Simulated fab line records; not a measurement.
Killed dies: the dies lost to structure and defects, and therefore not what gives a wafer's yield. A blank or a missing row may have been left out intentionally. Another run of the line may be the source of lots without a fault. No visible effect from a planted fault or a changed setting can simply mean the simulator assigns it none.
Which tool was responsible? + flow sky130 + 12 lots, 36 wafers sampled, at 5 steps of a route of 708

## WHAT THE GAUGES SHOWED, per wafer
SKY_METAL1_THK_MEAS_06: measures by xrf. Usual: for METAL1_ALCU_THK the level is 254.6 nm and the standard deviation is 2.6.
| lot  | measured     | on            | METAL1_ALCU_THK (nm) | flag |
|------|--------------|---------------|----------------------|------|
| L692 | day 31 09:33 | film-metro-01 | 254.6 254.1 254.4    |      |
| L694 | day 32 07:01 | film-metro-02 | 256.5 259.1 257.1    |      |
| L704 | day 36 05:40 | film-metro-04 | 254.2 256.2 252.7    |      |
| L706 | day 36 07:25 | film-metro-01 | 251.6 254.8 252.5    |      |
| L707 | day 36 10:44 | film-metro-04 | 255.4 256.6 259.0    |      |
| L708 | day 36 16:43 | film-metro-04 | 254.6 255.8 251.9    |      |
| L709 | day 37 06:34 | film-metro-02 | 253.5 256.4 254.0    |      |
| L710 | day 38 03:19 | film-metro-02 | 260.0 258.3 257.5    |      |
| L711 | day 38 06:44 | film-metro-01 | 252.2 252.4 252.0    |      |
| L712 | day 38 08:52 | film-metro-02 | 253.4 250.8 252.6    |      |
| L713 | day 38 13:21 | film-metro-04 | 254.1 257.1 253.9    |      |
| L714 | day 38 20:08 | film-metro-01 | 252.7 256.1 251.8    |      |

SKY_VIA1_THK_MEAS_01. Usual: for VIA1_HDPCVD_THK the level is 1031 nm and the standard deviation is 9.6.
| lot  | measured     | on            | VIA1_HDPCVD_THK (nm) | flag |
|------|--------------|---------------|----------------------|------|
| L692 | day 32 14:36 | film-metro-01 | 1029 1034 1038       |      |
| L694 | day 33 11:09 | film-metro-03 | 1685 1025 1680       | OFF  |
| L704 | day 37 08:44 | film-metro-03 | 1029 1036 1015       |      |
| L706 | day 37 10:24 | film-metro-04 | 1024 1033 1038       |      |
| L707 | day 37 14:10 | film-metro-03 | 1025 1026 1026       |      |
| L708 | day 37 19:25 | film-metro-01 | 1036 1034 1039       |      |
| L709 | day 38 08:37 | film-metro-01 | 1038 1033 1034       |      |
| L710 | day 39 05:31 | film-metro-04 | 1042 1045 1034       |      |
| L711 | day 39 08:56 | film-metro-03 | 1037 1015 1014       |      |
| L712 | day 39 10:58 | film-metro-03 | 1037 1028 1039       |      |
| L713 | day 39 15:24 | film-metro-01 | 1021 1032 1034       |      |
| L714 | day 39 22:08 | film-metro-01 | 1035 1021 1033       |      |

SKY_VIA1_CD_MEAS_12: the cd target is 150 nm. Usual: 150.3 nm for cd-nm, sd 1.6.
| lot  | measured     | on        | cd-nm (nm)        | flag |
|------|--------------|-----------|-------------------|------|
| L692 | day 33 17:40 | cd-sem-02 | 153.2 151.1 153.5 |      |
| L694 | day 34 13:42 | cd-sem-02 | 149.0 149.6 149.3 |      |
| L704 | day 38 11:03 | cd-sem-02 | 153.6 154.4 152.0 |      |
| L706 | day 38 12:35 | cd-sem-02 | 151.5 151.7 150.5 |      |
| L707 | day 38 16:15 | cd-sem-01 | 151.4 151.0 150.8 |      |
| L708 | day 38 20:42 | cd-sem-01 | 152.6 152.3 152.9 |      |
| L709 | day 39 10:23 | cd-sem-02 | 149.2 150.5 148.6 |      |
| L710 | day 40 05:59 | cd-sem-01 | 148.9 148.8 150.1 |      |
| L711 | day 40 09:49 | cd-sem-02 | 150.9 150.4 149.5 |      |
| L712 | day 40 12:12 | cd-sem-02 | 150.0 147.7 148.2 |      |
| L713 | day 40 16:21 | cd-sem-02 | 148.2 148.7 147.0 |      |
| L714 | day 40 23:02 | cd-sem-02 | 147.9 152.2 151.3 |      |

## TOOL THAT RAN EACH LOT (tool first, then ch and the chambers of the sampled wafers, then the start)
| lot  | SKY_CONTACT_CMP_27            | SKY_VIA1_HDPCVD_00               |
|------|-------------------------------|----------------------------------|
| L692 | cmp-01 ch 0,3, day 31 08:59   | hdpcvd-02 ch 0,1, day 32 14:29   |
| L694 | cmp-01 ch 2,3, day 32 06:28   | hdpcvd-02 ch 0,1, day 33 11:02   |
| L704 | cmp-02 ch 0,2, day 36 05:04   | hdpcvd-02 ch 0,1,2, day 37 08:38 |
| L706 | cmp-01 ch 2,3, day 36 06:53   | hdpcvd-02 ch 0,1, day 37 10:17   |
| L707 | cmp-02 ch 0,1, day 36 10:11   | hdpcvd-02 ch 0,1,2, day 37 14:03 |
| L708 | cmp-02 ch 1,3, day 36 16:12   | hdpcvd-01 ch 0,2, day 37 19:18   |
| L709 | cmp-02 ch 1,3, day 37 06:03   | hdpcvd-01 ch 0,2, day 38 08:29   |
| L710 | cmp-02 ch 0,1,2, day 38 02:50 | hdpcvd-01 ch 0,1, day 39 05:23   |
| L711 | cmp-02 ch 0,2,3, day 38 06:14 | hdpcvd-02 ch 0,1,2, day 39 08:50 |
| L712 | cmp-02 ch 1,2,3, day 38 08:23 | hdpcvd-01 ch 0,1,2, day 39 10:50 |
| L713 | cmp-02 ch 0,1,2, day 38 12:50 | hdpcvd-01 ch 0,1,2, day 39 15:17 |
| L714 | cmp-02 ch 1,2,3, day 38 19:34 | hdpcvd-01 ch 0,1, day 39 22:01   |
- SKY_CONTACT_CMP_27: polishes, stops on SiO2, t overpolish 15 s, target thk 0 nm.
- SKY_VIA1_HDPCVD_00: deposits SiO2, target thk 1030 nm, time 171.7 s.

## WHAT THE TOOLS THEMSELVES READ (means of the sampled wafers that have a number; where no wafer has one, the mark that the record gives instead)
SKY_CONTACT_CMP_27. Usual: motor-current-A 11.1 A, standard deviation 1.2; overpolish-run-s 15.000 s, standard deviation 0.0098; retaining-ring-pressure-frac 1.000, standard deviation 0.005; time-to-endpoint-s 83.8 s, standard deviation 2.7.
| lot  | tool   | motor-current-A (A) | overpolish-run-s (s) | retaining-ring-pressure-frac | time-to-endpoint-s (s) | flag |
|------|--------|---------------------|----------------------|------------------------------|------------------------|------|
| L692 | cmp-01 | 10.7                | 14.996               | 1.004                        | 83.5                   |      |
| L694 | cmp-01 | 12.3                | 15.003               | 0.997                        | 85.3                   |      |
| L704 | cmp-02 | 10.8                | 15.010               | 0.999                        | 86.4                   |      |
| L706 | cmp-01 | 12.4                | 15.008               | 0.997                        | 83.3                   |      |
| L707 | cmp-02 | 10.2                | 15.001               | 0.999                        | 84.1                   |      |
| L708 | cmp-02 | 11.4                | 14.994               | 1.003                        | 86.5                   |      |
| L709 | cmp-02 | 11.8                | 14.998               | 1.001                        | 83.9                   |      |
| L710 | cmp-02 | 10.4                | 15.005               | 0.994                        | 81.8                   |      |
| L711 | cmp-02 | 10.8                | 15.000               | 0.996                        | 82.8                   |      |
| L712 | cmp-02 | 11.5                | 14.998               | 1.003                        | 78.7                   |      |
| L713 | cmp-02 | 10.2                | 14.993               | 1.002                        | 83.6                   |      |
| L714 | cmp-02 | 11.9                | 15.005               | 1.001                        | 85.6                   |      |

## THE ANSWER, worked out from the rows above alone
Rule: lot off if the mean of its wafers having a number is beyond 3 standard deviations from the usual mean. A lot without any number at a reading at which 4 lots or more have one is off too. Any other lot the step has rows for is counted as sound. After the gauges, taken in route order, come the tools' own readings; for these a lot's mean is taken, as printed above. At the first step where some lot is off, the reading lying furthest off is the one used; lots without a number count as furthest.
Off: L694, at SKY_VIA1_THK_MEAS_01 (VIA1_HDPCVD_THK).
A tool fits if, at a process step before that reading, it ran every lot that is off, and no sound lot after the first of them. Those tools and the gauges at SKY_VIA1_THK_MEAS_01 are tried in the same way. None of those tried fits.

## WHAT HAD BEEN PUT IN BY THE SIMULATOR
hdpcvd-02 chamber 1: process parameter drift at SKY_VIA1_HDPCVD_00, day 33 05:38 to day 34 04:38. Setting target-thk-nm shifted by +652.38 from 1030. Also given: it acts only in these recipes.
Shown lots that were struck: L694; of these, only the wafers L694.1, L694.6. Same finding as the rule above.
